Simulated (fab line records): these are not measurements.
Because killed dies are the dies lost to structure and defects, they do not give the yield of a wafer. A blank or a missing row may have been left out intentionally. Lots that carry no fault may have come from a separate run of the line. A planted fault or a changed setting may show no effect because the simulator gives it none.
Which tool is to blame? / flow sky130 / 42 wafers from 14 lots sampled at 5 of the route's 708 steps

WHAT THE GAUGES READ, wafer by wafer
SKY_CAP2M_RS_MEAS_03: measurement is done with a four-point probe.
lot=L227; measured=day 40 07:25; on=film-metro-01; CAP2M_TIN_RS (ohm/sq)=6.92 6.91 6.97
lot=L226; measured=day 40 10:57; on=film-metro-02; CAP2M_TIN_RS (ohm/sq)=6.80 6.82 6.82
lot=L228; measured=day 40 20:42; on=film-metro-04; CAP2M_TIN_RS (ohm/sq)=6.85 6.79 6.87
lot=L232; measured=day 41 20:49; on=film-metro-04; CAP2M_TIN_RS (ohm/sq)=6.87 6.86 6.90
lot=L233; measured=day 41 22:41; on=film-metro-02; CAP2M_TIN_RS (ohm/sq)=6.91 6.87 6.93
lot=L234; measured=day 42 06:50; on=film-metro-04; CAP2M_TIN_RS (ohm/sq)=6.87 6.92 6.84
lot=L235; measured=day 42 13:02; on=film-metro-04; CAP2M_TIN_RS (ohm/sq)=6.85 6.92 6.94
lot=L236; measured=day 42 18:08; on=film-metro-01; CAP2M_TIN_RS (ohm/sq)=6.92 6.87 6.93
lot=L237; measured=day 43 03:16; on=film-metro-01; CAP2M_TIN_RS (ohm/sq)=6.92 6.88 6.92
lot=L238; measured=day 43 08:09; on=film-metro-02; CAP2M_TIN_RS (ohm/sq)=6.96 6.93 6.95
lot=L239; measured=day 43 14:50; on=film-metro-01; CAP2M_TIN_RS (ohm/sq)=6.81 6.85 6.81
lot=L240; measured=day 44 02:18; on=film-metro-04; CAP2M_TIN_RS (ohm/sq)=7.01 6.90 6.91
lot=L244; measured=day 45 02:44; on=film-metro-04; CAP2M_TIN_RS (ohm/sq)=6.93 6.93 6.94
lot=L248; measured=day 46 04:10; on=film-metro-04; CAP2M_TIN_RS (ohm/sq)=6.97 7.01 6.98

SKY_VIA4_OVL_MEAS_11.
lot=L227; measured=day 43 08:35; on=overlay-02; VIA4_OVL (nm)=0.8 0.9 1.8
lot=L226; measured=day 43 11:53; on=overlay-01; VIA4_OVL (nm)=1.4 2.7 2.4
lot=L228; measured=day 43 19:53; on=overlay-01; VIA4_OVL (nm)=0.6 1.6 0.2
lot=L232; measured=day 44 19:13; on=overlay-01; VIA4_OVL (nm)=0.4 0.1 -1.7
lot=L233; measured=day 44 20:03; on=overlay-02; VIA4_OVL (nm)=4.5 2.2 2.7
lot=L234; measured=day 45 03:45; on=overlay-01; VIA4_OVL (nm)=0.3 0.9 0.9
lot=L235; measured=day 45 11:08; on=overlay-01; VIA4_OVL (nm)=-0.3 -1.2 -2.2
lot=L236; measured=day 45 14:53; on=overlay-02; VIA4_OVL (nm)=-1.1 -0.2 0.2
lot=L237; measured=day 46 00:04; on=overlay-02; VIA4_OVL (nm)=1.6 2.5 0.0
lot=L238; measured=day 46 02:19; on=overlay-02; VIA4_OVL (nm)=2.4 0.7 1.7
lot=L239; measured=day 46 09:17; on=overlay-01; VIA4_OVL (nm)=0.7 1.8 3.3
lot=L240; measured=day 46 21:38; on=overlay-01; VIA4_OVL (nm)=0.8 0.6 1.6
lot=L244; measured=day 47 19:50; on=overlay-02; VIA4_OVL (nm)=3.5 2.2
lot=L248; measured=day 48 18:41; on=overlay-02; VIA4_OVL (nm)=1.0 1.4 3.9

EACH LOT AND THE TOOL THAT RAN IT (in order: tool; ch and the chambers of the sampled wafers; start)
lot=L227; SKY_METAL4_SPUTTER_02=pvd-sputter-03, day 40 07:03; SKY_CAP2M_METAL_ETCH_13=rie-metal-04 ch 0,1, day 41 07:15; SKY_METAL4_METAL_ETCH_18=rie-metal-04 ch 0,1, day 42 08:12
lot=L226; SKY_METAL4_SPUTTER_02=pvd-sputter-03, day 40 10:38; SKY_CAP2M_METAL_ETCH_13=rie-metal-04 ch 0,1, day 41 10:58; SKY_METAL4_METAL_ETCH_18=rie-metal-04 ch 0,1, day 42 11:50
lot=L228; SKY_METAL4_SPUTTER_02=pvd-sputter-03, day 40 20:24; SKY_CAP2M_METAL_ETCH_13=rie-metal-03 ch 0,1, day 41 20:13; SKY_METAL4_METAL_ETCH_18=rie-metal-01 ch 0,1, day 42 20:29
lot=L232; SKY_METAL4_SPUTTER_02=pvd-sputter-04, day 41 20:32; SKY_CAP2M_METAL_ETCH_13=rie-metal-02 ch 0, day 42 20:31; SKY_METAL4_METAL_ETCH_18=rie-metal-04 ch 0,1, day 43 20:11
lot=L233; SKY_METAL4_SPUTTER_02=pvd-sputter-03, day 41 22:20; SKY_CAP2M_METAL_ETCH_13=rie-metal-04 ch 0,1, day 42 22:02; SKY_METAL4_METAL_ETCH_18=rie-metal-03 ch 0,1, day 43 20:59
lot=L234; SKY_METAL4_SPUTTER_02=pvd-sputter-04, day 42 06:29; SKY_CAP2M_METAL_ETCH_13=rie-metal-02 ch 0,1, day 43 05:53; SKY_METAL4_METAL_ETCH_18=rie-metal-03 ch 0,1, day 44 05:23
lot=L235; SKY_METAL4_SPUTTER_02=pvd-sputter-04, day 42 12:44; SKY_CAP2M_METAL_ETCH_13=rie-metal-03 ch 0,1, day 43 11:54; SKY_METAL4_METAL_ETCH_18=rie-metal-03 ch 0,1, day 44 12:07
lot=L236; SKY_METAL4_SPUTTER_02=pvd-sputter-03, day 42 17:47; SKY_CAP2M_METAL_ETCH_13=rie-metal-02 ch 0,1, day 43 16:53; SKY_METAL4_METAL_ETCH_18=rie-metal-03 ch 0,1, day 44 16:15
lot=L237; SKY_METAL4_SPUTTER_02=pvd-sputter-04, day 43 02:58; SKY_CAP2M_METAL_ETCH_13=rie-metal-02 ch 0,1, day 44 02:10; SKY_METAL4_METAL_ETCH_18=rie-metal-04 ch 0,1, day 45 01:23
lot=L238; SKY_METAL4_SPUTTER_02=pvd-sputter-04, day 43 07:50; SKY_CAP2M_METAL_ETCH_13=rie-metal-03 ch 0,1, day 44 06:07; SKY_METAL4_METAL_ETCH_18=rie-metal-01 ch 0,1, day 45 04:23
lot=L239; SKY_METAL4_SPUTTER_02=pvd-sputter-03, day 43 14:30; SKY_CAP2M_METAL_ETCH_13=rie-metal-02 ch 0,1, day 44 12:45; SKY_METAL4_METAL_ETCH_18=rie-metal-01 ch 0,1, day 45 11:12
lot=L240; SKY_METAL4_SPUTTER_02=pvd-sputter-03, day 44 01:59; SKY_CAP2M_METAL_ETCH_13=rie-metal-04 ch 0,1, day 45 00:28; SKY_METAL4_METAL_ETCH_18=rie-metal-04 ch 0,1, day 45 23:14
lot=L244; SKY_METAL4_SPUTTER_02=pvd-sputter-04, day 45 02:26; SKY_CAP2M_METAL_ETCH_13=rie-metal-02 ch 0,1, day 45 23:55; SKY_METAL4_METAL_ETCH_18=rie-metal-04 ch 1, day 46 22:13
lot=L248; SKY_METAL4_SPUTTER_02=pvd-sputter-04, day 46 03:52; SKY_CAP2M_METAL_ETCH_13=rie-metal-02 ch 1, day 47 01:34; SKY_METAL4_METAL_ETCH_18=rie-metal-03 ch 1, day 47 22:44
- SKY_METAL4_SPUTTER_02: material AlCu, target thk 735 nm, time 39.1 s.
- SKY_CAP2M_METAL_ETCH_13: etches TiN in Cl2/BCl3, stops on SiO2, target depth 220 nm, time 62.9 s.
- SKY_METAL4_METAL_ETCH_18: etches the open film in Cl2/BCl3, stops on SiO2, target depth 845 nm, time 183.1 s.

WHAT THE TOOLS THEMSELVES READ (means of the sampled wafers that have a number; where no wafer has one, the mark that the record gives instead)
SKY_METAL4_SPUTTER_02.
lot=L227; tool=pvd-sputter-03; throttle-valve-pct (%)=30.0
lot=L226; tool=pvd-sputter-03; throttle-valve-pct (%)=30.2
lot=L228; tool=pvd-sputter-03; throttle-valve-pct (%)=30.2
lot=L232; tool=pvd-sputter-04; throttle-valve-pct (%)=30.6
lot=L233; tool=pvd-sputter-03; throttle-valve-pct (%)=30.5
lot=L234; tool=pvd-sputter-04; throttle-valve-pct (%)=30.3
lot=L235; tool=pvd-sputter-04; throttle-valve-pct (%)=30.3
lot=L236; tool=pvd-sputter-03; throttle-valve-pct (%)=30.3
lot=L237; tool=pvd-sputter-04; throttle-valve-pct (%)=30.2
lot=L238; tool=pvd-sputter-04; throttle-valve-pct (%)=29.7
lot=L239; tool=pvd-sputter-03; throttle-valve-pct (%)=30.1
lot=L240; tool=pvd-sputter-03; throttle-valve-pct (%)=30.0
lot=L244; tool=pvd-sputter-04; throttle-valve-pct (%)=30.7
lot=L248; tool=pvd-sputter-04; throttle-valve-pct (%)=30.4

SKY_CAP2M_METAL_ETCH_13.
lot=L227; tool=rie-metal-04; drypump-motor-current-A (A)=6.0; oes-product-au (a.u.)=0.940; throttle-valve-pct (%)=21.904
lot=L226; tool=rie-metal-04; drypump-motor-current-A (A)=6.0; oes-product-au (a.u.)=0.948; throttle-valve-pct (%)=21.899
lot=L228; tool=rie-metal-03; drypump-motor-current-A (A)=5.5; oes-product-au (a.u.)=0.950; throttle-valve-pct (%)=21.899
lot=L232; tool=rie-metal-02; drypump-motor-current-A (A)=6.4; oes-product-au (a.u.)=0.943; throttle-valve-pct (%)=21.903
lot=L233; tool=rie-metal-04; drypump-motor-current-A (A)=5.7; oes-product-au (a.u.)=0.941; throttle-valve-pct (%)=21.906
lot=L234; tool=rie-metal-02; drypump-motor-current-A (A)=5.9; oes-product-au (a.u.)=0.941; throttle-valve-pct (%)=21.901
lot=L235; tool=rie-metal-03; drypump-motor-current-A (A)=5.6; oes-product-au (a.u.)=0.940; throttle-valve-pct (%)=21.909
lot=L236; tool=rie-metal-02; drypump-motor-current-A (A)=6.0; oes-product-au (a.u.)=0.943; throttle-valve-pct (%)=21.905
lot=L237; tool=rie-metal-02; drypump-motor-current-A (A)=6.0; oes-product-au (a.u.)=0.944; throttle-valve-pct (%)=21.900
lot=L238; tool=rie-metal-03; drypump-motor-current-A (A)=5.6; oes-product-au (a.u.)=0.939; throttle-valve-pct (%)=21.908
lot=L239; tool=rie-metal-02; drypump-motor-current-A (A)=6.0; oes-product-au (a.u.)=0.948; throttle-valve-pct (%)=21.896
lot=L240; tool=rie-metal-04; drypump-motor-current-A (A)=5.7; oes-product-au (a.u.)=0.941; throttle-valve-pct (%)=21.899
lot=L244; tool=rie-metal-02; drypump-motor-current-A (A)=5.6; oes-product-au (a.u.)=0.939; throttle-valve-pct (%)=21.901
lot=L248; tool=rie-metal-02; drypump-motor-current-A (A)=5.2; oes-product-au (a.u.)=0.936; throttle-valve-pct (%)=21.906

SKY_METAL4_METAL_ETCH_18.
lot=L227; tool=rie-metal-04; drypump-motor-current-A (A)=6.0; oes-product-au (a.u.)=0.860; throttle-valve-pct (%)=22.259
lot=L226; tool=rie-metal-04; drypump-motor-current-A (A)=6.0; oes-product-au (a.u.)=0.870; throttle-valve-pct (%)=22.263
lot=L228; tool=rie-metal-01; drypump-motor-current-A (A)=5.4; oes-product-au (a.u.)=0.866; throttle-valve-pct (%)=22.273
lot=L232; tool=rie-metal-04; drypump-motor-current-A (A)=5.6; oes-product-au (a.u.)=0.869; throttle-valve-pct (%)=22.265
lot=L233; tool=rie-metal-03; drypump-motor-current-A (A)=5.6; oes-product-au (a.u.)=0.866; throttle-valve-pct (%)=22.257
lot=L234; tool=rie-metal-03; drypump-motor-current-A (A)=5.7; oes-product-au (a.u.)=0.874; throttle-valve-pct (%)=22.266
lot=L235; tool=rie-metal-03; drypump-motor-current-A (A)=5.6; oes-product-au (a.u.)=0.870; throttle-valve-pct (%)=22.269
lot=L236; tool=rie-metal-03; drypump-motor-current-A (A)=5.7; oes-product-au (a.u.)=0.864; throttle-valve-pct (%)=22.263
lot=L237; tool=rie-metal-04; drypump-motor-current-A (A)=5.6; oes-product-au (a.u.)=0.868; throttle-valve-pct (%)=22.256
lot=L238; tool=rie-metal-01; drypump-motor-current-A (A)=5.6; oes-product-au (a.u.)=0.867; throttle-valve-pct (%)=22.255
lot=L239; tool=rie-metal-01; drypump-motor-current-A (A)=5.5; oes-product-au (a.u.)=0.867; throttle-valve-pct (%)=22.270
lot=L240; tool=rie-metal-04; drypump-motor-current-A (A)=6.0; oes-product-au (a.u.)=0.868; throttle-valve-pct (%)=22.268
lot=L244; tool=rie-metal-04; drypump-motor-current-A (A)=5.3; oes-product-au (a.u.)=0.979; throttle-valve-pct (%)=22.273
lot=L248; tool=rie-metal-03; drypump-motor-current-A (A)=5.7; oes-product-au (a.u.)=0.979; throttle-valve-pct (%)=22.269

THE ANSWER, worked out from the rows above alone
Rule: usual is defined by the lots themselves. Put in order of their means at a reading, lots are off if they are a third of the lots or fewer, leave a main group of 4 or more, and stand apart from it by a gap of 3 or more times the standard deviation of the main group's means; of several such gaps the widest counts. A main group is skipped when, at the precision printed for the reading in the tables above, its means are all equal. A lot without any number at a reading at which 4 lots or more have one is off too. Where the step has rows for the other lots, those lots are counted as sound. After the gauges, taken in route order, come the tools' own readings; for these a lot's mean is taken, as printed above. The first step at which some lot is off is used, and at that step the reading that is off furthest; a lot without a number counts as furthest.
Off at SKY_METAL4_METAL_ETCH_18 (oes-product-au): L244, L248. The main group has a mean of 0.867 a.u. with a standard deviation of 0.0033.
If a tool, at that step or one of the process steps before it, ran each lot that is off and ran no sound lot following the first of them, it fits. 2 tools fit, pvd-sputter-04 at SKY_METAL4_SPUTTER_02 and rie-metal-02 at SKY_CAP2M_METAL_ETCH_13, so this cannot tell which one it is.

WHAT THE SIMULATOR PUT IN
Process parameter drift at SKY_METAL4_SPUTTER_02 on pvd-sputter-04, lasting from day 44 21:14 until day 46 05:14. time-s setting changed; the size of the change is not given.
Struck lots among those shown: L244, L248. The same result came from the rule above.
